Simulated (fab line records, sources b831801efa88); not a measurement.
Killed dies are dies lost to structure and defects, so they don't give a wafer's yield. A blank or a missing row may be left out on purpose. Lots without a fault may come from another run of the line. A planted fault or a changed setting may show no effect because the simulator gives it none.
fab line records | flow gf180mcu
record lots=11 wafers=33 last_day=33
route steps=602 shown CONTACT@302 M1@316 V1@351
lots that met no fault: from a run of the same line without faults
start_h: hours from the record's first day to the start of the lot's first wafer shown | wait_h: hours since the lot's step before | " the same as in the row above | L1.1+2: a row that stands for several wafers | - no value, or no start given | * or withheld: withheld | < > ~ a bound
route shown NAME@n: a module of which the file shows steps, and the number in the route of the first | usual: mean/standard deviation of fault-free wafers | same: alike in all rows | chamber/n: place in a boat | sites: the reading at each site | _std_site: their standard deviation | _edge_site: outer sites' mean less inner sites' | radius_mm: how far each site lies from the wafer's centre | mask NAME#n: copy n | behind: the tool/chamber that last shaped the wafer | hold: why the lot was held/for how many hours/how that ended | device: the transistor (n, p or np) that didn't switch | end of line: the same wafers' tests at the end of the route | a step without rows: its recipe alone | killed: dies lost to structure and defects at the first sort, not the wafer's yield | map: a wafer's dies, x killed, . not, _ none there
set.NAME: the setting as run; set.NAME@STEP: as run at that earlier step | model.NAME: the simulator's own value behind a step, which no gauge read
steps of the route over a sample of lots; a table a step, a row a wafer
services: from which hour (start_h, from the record's first day; less than 0 if before it) a tool's chamber was out of use, for how many hours, and why
## steps
# step GF_CONTACT_OVL_MEAS_15
# usual CONTACT_OVL=2/6
# columns lot.wafer tool chamber start_h wait_h CONTACT_OVL[nm]
L715.1 overlay-01 - 355.59 0.1 7
L715.3 " - " " 14
L715.6 " - " " -4
L716.2 overlay-02 - 370.91 0.1 -3
L716.3 " - " " -3
L716.4 " - " " 3
L717.1 overlay-01 - 371.89 0.1 9
L717.3 " - " " 13
L717.4 " - " " 1
L720.1 overlay-01 - 395.35 0.1 5
L720.4 " - " " -1
L720.6 " - " " 8
L721.4 overlay-01 - 401.84 0.1 -7
L721.5 " - " " 6
L721.6 " - " " -8
L722.2 overlay-02 - 416.55 0.1 -7
L722.3 " - " " 2
L722.4 " - " " -5
L724.3 overlay-01 - 441.93 0.1 5
L724.5 " - " " 6
L724.6 " - " " -3
L728.2 overlay-02 - 476.48 0.1 9
L728.4 " - " " 9
L728.6 " - " " 2
L729.2 overlay-01 - 478.18 0.1 11
L729.3 " - " " 16
L729.4 " - " " 13
L731.2 overlay-02 - 500.88 0.1 -2
L731.3 " - " " -14
L731.5 " - " " -10
L737.1 overlay-01 - 539.89 0.1 -1
L737.3 " - " " -3
L737.5 " - " " -2
# step GF_M1_SPUTTER_01
# recipe material=TiN target_thk_nm=30 power_w=6500 time_s=25 chamber_pressure_pa=0.4
# usual throttle_valve_pct=30.2/0.91
# columns lot.wafer tool chamber start_h wait_h throttle_valve_pct
L715.1 pvd_sputter-04 - 356.90 0.1 29.9
L715.3 " - " " 30.5
L715.6 " - " " 31.2
L716.2 pvd_sputter-02 - 372.18 0.1 30.4
L716.3 " - " " 30.2
L716.4 " - " " 29.0
L717.1 pvd_sputter-04 - 373.18 0.1 31.2
L717.3 " - " " 30.5
L717.4 " - " " 31.0
L720.1 pvd_sputter-04 - 396.63 0.1 30.9
L720.4 " - " " 31.2
L720.6 " - " " 31.0
L721.4 pvd_sputter-03 - 403.11 0.1 29.6
L721.5 " - " " 30.5
L721.6 " - " " 28.5
L722.2 pvd_sputter-03 - 417.83 0.1 31.4
L722.3 " - " " 30.6
L722.4 " - " " 28.3
L724.3 pvd_sputter-03 - 443.20 0.1 31.4
L724.5 " - " " 29.3
L724.6 " - " " 31.4
L728.2 pvd_sputter-02 - 477.75 0.1 30.0
L728.4 " - " " 30.7
L728.6 " - " " 29.1
L729.2 pvd_sputter-03 - 479.45 0.1 29.7
L729.3 " - " " 31.4
L729.4 " - " " 30.5
L731.2 pvd_sputter-04 - 502.15 0.1 30.4
L731.3 " - " " 31.1
L731.5 " - " " 30.8
L737.1 pvd_sputter-04 - 541.17 0.1 31.2
L737.3 " - " " 30.5
L737.5 " - " " 29.7
# step GF_V1_ETCH_16
# recipe chemistry=N2/H2 target_depth_a=withheld overetch_a=withheld time_s=withheld target=BARC ion_energy_ev=200 source_w=500 bias_w=100 pressure_mtorr=30 n2_flow_sccm=100 h2_flow_sccm=200
# usual drypump_motor_current_A=5.5/0.41 oes_product_au=0.855/0.0049 throttle_valve_pct=13.224/0.0088
# columns lot.wafer tool chamber start_h wait_h drypump_motor_current_A oes_product_au throttle_valve_pct
L715.1 rie_diel-03 3 404.82 0.0 5.4 0.852 13.226
L715.3 " 2 " " 5.9 0.858 13.218
L715.6 " 3 " " 5.4 0.848 13.220
L716.2 rie_diel-02 1 420.61 0.0 5.3 0.851 13.216
L716.3 " 2 " " 5.1 0.855 13.231
L716.4 " 0 " " 5.4 0.851 13.225
L717.1 rie_diel-04 2 422.02 0.0 5.8 0.850 13.221
L717.3 " 1 " " 5.0 0.851 13.222
L717.4 " 3 " " 6.3 0.857 13.228
L720.1 rie_diel-04 2 446.67 0.0 5.8 0.858 13.234
L720.4 " 3 " " 6.3 0.852 13.226
L720.6 " 2 " " 5.8 0.857 13.216
L721.4 rie_diel-02 2 454.01 0.0 5.1 0.852 13.213
L721.5 " 2 " " 5.1 0.851 13.214
L721.6 " 1 " " 5.3 0.857 13.228
L722.2 rie_diel-03 1 469.06 0.0 5.1 0.853 13.220
L722.3 " 3 " " 5.4 0.855 13.223
L722.4 " 0 " " 5.3 0.854 13.215
L724.3 rie_diel-03 3 493.42 0.0 5.4 0.855 13.227
L724.5 " 1 " " 5.1 0.858 13.223
L724.6 " 0 " " 5.3 0.855 13.200
L728.2 rie_diel-02 3 527.77 0.0 6.0 0.856 13.230
L728.4 " 0 " " 5.4 0.854 13.230
L728.6 " 2 " " 5.2 0.856 13.213
L729.2 rie_diel-03 0 528.23 0.0 5.3 0.851 13.228
L729.3 " 2 " " 5.9 0.848 13.221
L729.4 " 1 " " 5.1 0.858 13.227
L731.2 rie_diel-02 3 549.32 0.0 6.0 0.848 13.209
L731.3 " 2 " " 5.2 0.843 13.221
L731.5 " 0 " " 5.4 0.857 13.228
L737.1 rie_diel-02 1 585.78 0.0 5.3 0.858 13.236
L737.3 " 0 " " 5.4 0.861 13.231
L737.5 " 0 " " 5.4 0.856 13.237
# step GF_V1_CVD_23
# recipe material=W target_thk_nm=350 time_s=105.05 temp_c=400 pressure_torr=40
# usual heater_power_w=913/62
# columns lot.wafer tool chamber start_h wait_h heater_power_w
L715.1 cvd_w-02 0 405.62 0.0 822
L715.3 " 0 " " 818
L715.6 " 1 " " 1006
L716.2 cvd_w-01 0 421.38 0.0 870
L716.3 " 0 " " 854
L716.4 " 1 " " 1003
L717.1 cvd_w-01 0 422.79 0.0 849
L717.3 " 0 " " 871
L717.4 " 1 " " 968
L720.1 cvd_w-01 1 447.43 0.0 981
L720.4 " 0 " " 876
L720.6 " 1 " " 955
L721.4 cvd_w-01 0 454.81 0.0 875
L721.5 " 1 " " 981
L721.6 " 0 " " 873
L722.2 cvd_w-01 0 469.82 0.0 869
L722.3 " 1 " " 950
L722.4 " 0 " " 860
L724.3 cvd_w-01 1 494.22 0.1 957
L724.5 " 0 " " 860
L724.6 " 1 " " 972
L728.2 cvd_w-01 0 528.53 0.0 831
L728.4 " 0 " " 852
L728.6 " 1 " " 958
L729.2 cvd_w-01 0 529.00 0.0 861
L729.3 " 0 " " 840
L729.4 " 1 " " 968
L731.2 cvd_w-01 1 550.09 0.0 944
L731.3 " 0 " " 854
L731.5 " 0 " " 862
L737.1 cvd_w-01 1 586.58 0.0 978
L737.3 " 0 " " 855
L737.5 " 0 " " 868
# step GF_V1_RS_MEAS_24
# recipe thk_meas_gauge=four-point-probe reads=W_of_V1_CVD_23+TiN_of_V1_SPUTTER_22+Ti_of_V1_SPUTTER_21
# usual V1_W_RS=0.324/0.0058
# columns lot.wafer tool chamber start_h wait_h hold V1_W_RS[ohm/sq]
L715.1 film_metro-02 - 405.74 0.1 - 0.329
L715.3 " - " " - 0.332
L715.6 " - " " - 0.321
L716.2 film_metro-02 - 421.51 0.1 - 0.324
L716.3 " - " " - 0.330
L716.4 " - " " - 0.318
L717.1 film_metro-01 - 422.90 0.1 - 0.328
L717.3 " - " " - 0.329
L717.4 " - " " - 0.312
L720.1 film_metro-02 - 447.54 0.1 - 0.322
L720.4 " - " " - 0.329
L720.6 " - " " - 0.320
L721.4 film_metro-02 - 454.95 0.1 - 0.331
L721.5 " - " " - 0.320
L721.6 " - " " - 0.332
L722.2 film_metro-03 - 469.95 0.1 - 0.330
L722.3 " - " " - 0.317
L722.4 " - " " - 0.331
L724.3 film_metro-03 - 494.33 0.1 - 0.317
L724.5 " - " " - 0.326
L724.6 " - " " - 0.317
L728.2 film_metro-02 - 528.66 0.1 - 0.329
L728.4 " - " " - 0.332
L728.6 " - " " - 0.321
L729.2 film_metro-01 - 529.13 0.1 - 0.329
L729.3 " - " " - 0.325
L729.4 " - " " - 0.318
L731.2 film_metro-01 - 550.22 0.1 - 0.320
L731.3 " - " " - 0.331
L731.5 " - " " - 0.327
L737.1 film_metro-03 - 586.69 0.1 await_dispo/0.2h/release 0.321
L737.3 " - " " await_dispo/0.2h/release 0.334
L737.5 " - " " await_dispo/0.2h/release 0.242
L737.1 film_metro-03 - 586.98 0.3 - 0.320
L737.3 " - " " - 0.333
L737.5 " - " " - 0.242
# step GF_V1_THK_MEAS_25
# recipe thk_meas_gauge=xrf reads=W_of_V1_CVD_23
# usual V1_W_THK=347/10
# columns lot.wafer tool chamber start_h wait_h hold V1_W_THK[nm]
L715.1 film_metro-02 - 405.86 0.1 - 337
L715.3 " - " " - 334
L715.6 " - " " - 344
L716.2 film_metro-02 - 421.62 0.1 - 340
L716.3 " - " " - 336
L716.4 " - " " - 349
L717.1 film_metro-01 - 423.02 0.1 - 346
L717.3 " - " " - 345
L717.4 " - " " - 363
L720.1 film_metro-02 - 447.66 0.1 - 344
L720.4 " - " " - 339
L720.6 " - " " - 348
L721.4 film_metro-02 - 455.04 0.1 - 336
L721.5 " - " " - 349
L721.6 " - " " - 336
L722.2 film_metro-03 - 470.06 0.1 - 346
L722.3 " - " " - 361
L722.4 " - " " - 345
L724.3 film_metro-03 - 494.43 0.1 - 366
L724.5 " - " " - 354
L724.6 " - " " - 365
L728.2 film_metro-02 - 528.77 0.1 - 338
L728.4 " - " " - 336
L728.6 " - " " - 346
L729.2 film_metro-01 - 529.24 0.1 - 343
L729.3 " - " " - 347
L729.4 " - " " - 355
L731.2 film_metro-01 - 550.33 0.1 - 355
L731.3 " - " " - 345
L731.5 " - " " - 346
L737.1 film_metro-03 - 590.00 3.0 await_dispo/0.2h/release 357
L737.3 " - " " await_dispo/0.2h/release 344
L737.5 " - " " await_dispo/0.2h/release 476
L737.1 film_metro-03 - 590.23 0.2 - 359
L737.3 " - " " - 346
L737.5 " - " " - 475
# step GF_V1_CMP_26
# recipe stop_on=SiO2 down_force_psi=3.5 platen_rpm=60 t_overpolish_s=15 target_thk_nm=0 pad_velocity_m_s=0.94248
# usual motor_current_A=11.3/1.1 time_to_endpoint_s=86/4.1
# columns lot.wafer tool chamber start_h wait_h hold motor_current_A time_to_endpoint_s
L715.3 cmp-02 1 406.23 0.3 - 11.0 84
L715.1 " 3 " " - 11.4 84
L715.6 " 0 " " - 11.4 83
L716.3 cmp-01 3 421.77 0.1 - 12.9 91
L716.4 " 1 " " - 9.2 93
L716.2 " 2 " " - 10.4 84
L717.1 cmp-01 1 423.08 0.1 - 8.9 93
L717.4 " 2 " " - 10.7 87
L717.3 " 0 " " - 11.4 87
L720.1 cmp-01 0 447.82 0.1 - 10.4 87
L720.4 " 1 " " - 8.7 93
L720.6 " 3 " " - 13.4 91
L721.4 cmp-01 1 455.12 0.1 - 9.1 89
L721.6 " 0 " " - 11.7 85
L721.5 " 1 " " - 8.7 91
L722.2 cmp-02 0 470.11 0.0 - 11.5 82
L722.3 " 1 " " - 11.2 89
L722.4 " 2 " " - 12.5 81
L724.3 cmp-01 1 494.62 0.2 - 9.2 92
L724.6 " 2 " " - 10.1 81
L724.5 " 3 " " - 12.3 86
L728.4 cmp-02 1 528.87 0.1 - 11.9 90
L728.2 " 2 " " - 11.8 89
L728.6 " 0 " " - 11.4 83
L729.2 cmp-02 2 529.29 0.0 - 12.0 82
L729.3 " 3 " " - 11.9 83
L729.4 " 1 " " - 10.9 86
L731.2 cmp-01 1 550.43 0.1 - 9.0 89
L731.3 " 3 " " - 12.7 86
L731.5 " 1 " " - 9.1 89
L737.1 cmp-02 1 592.55 2.3 await_dispo/2.2h/release 11.0 88
L737.3 " 2 " " await_dispo/2.2h/release 12.1 84
L737.5 " 3 " " await_dispo/2.2h/release 11.7 113
## services
# columns tool chamber start_h hours kind
rie_diel-03 2 337.00 3.0 repair
rie_diel-03 3 337.48 9.1 repair
pvd_sputter-02 - 338.85 3.8 repair
cmp-01 - 344.22 2.9 repair
pvd_sputter-04 - 374.80 6.3 repair
pvd_sputter-02 - 383.15 0.5 repair
rie_diel-04 2 387.37 4.5 repair
cmp-01 - 388.24 6.0 repair
cmp-01 - 389.35 0.4 repair
cvd_w-01 - 390.00 14.0 pm
cmp-01 - 404.06 4.0 pm
pvd_sputter-04 - 407.61 3.8 repair
cmp-02 - 445.28 6.0 repair
pvd_sputter-04 - 453.67 3.3 repair
pvd_sputter-04 - 466.23 4.7 repair
rie_diel-03 2 466.57 6.7 repair
rie_diel-02 1 472.38 3.0 repair
cmp-01 - 476.46 0.6 repair
pvd_sputter-04 - 477.25 3.8 repair
cmp-01 - 499.92 4.3 repair
cmp-01 - 546.27 3.5 pm
rie_diel-02 2 550.90 3.1 repair
cmp-02 - 572.96 4.0 pm
cmp-01 - 581.20 9.3 pm
## key
first_sign step=GF_V1_RS_MEAS_24 reading=visit direction=added
effect step=GF_V1_RS_MEAS_24 reading=V1_W_RS direction=down sigmas=14 usual=0.324 struck=0.242
effect step=GF_V1_THK_MEAS_25 reading=visit direction=added
effect step=GF_V1_THK_MEAS_25 reading=V1_W_THK direction=up sigmas=13 usual=347 struck=476
effect step=GF_V1_CMP_26 reading=time_to_endpoint_s direction=up sigmas=6.8 usual=* struck=*
met_at GF_V1_CVD_23
struck_lots L737
struck_wafers L737.5
not_acting_at GF_CONTACT_OVL_MEAS_15,GF_M1_SPUTTER_01,GF_V1_ETCH_16
onset_between 550.09 586.58
fault kind=process_parameter_drift tool=cvd_w-01 chamber=- onset_h=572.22 steps=GF_V1_CVD_23 channel=target_thk_nm offset=130.98 shape=step end_h=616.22 scope=struck_wafers_only acts_in=these_recipes_only stated=350
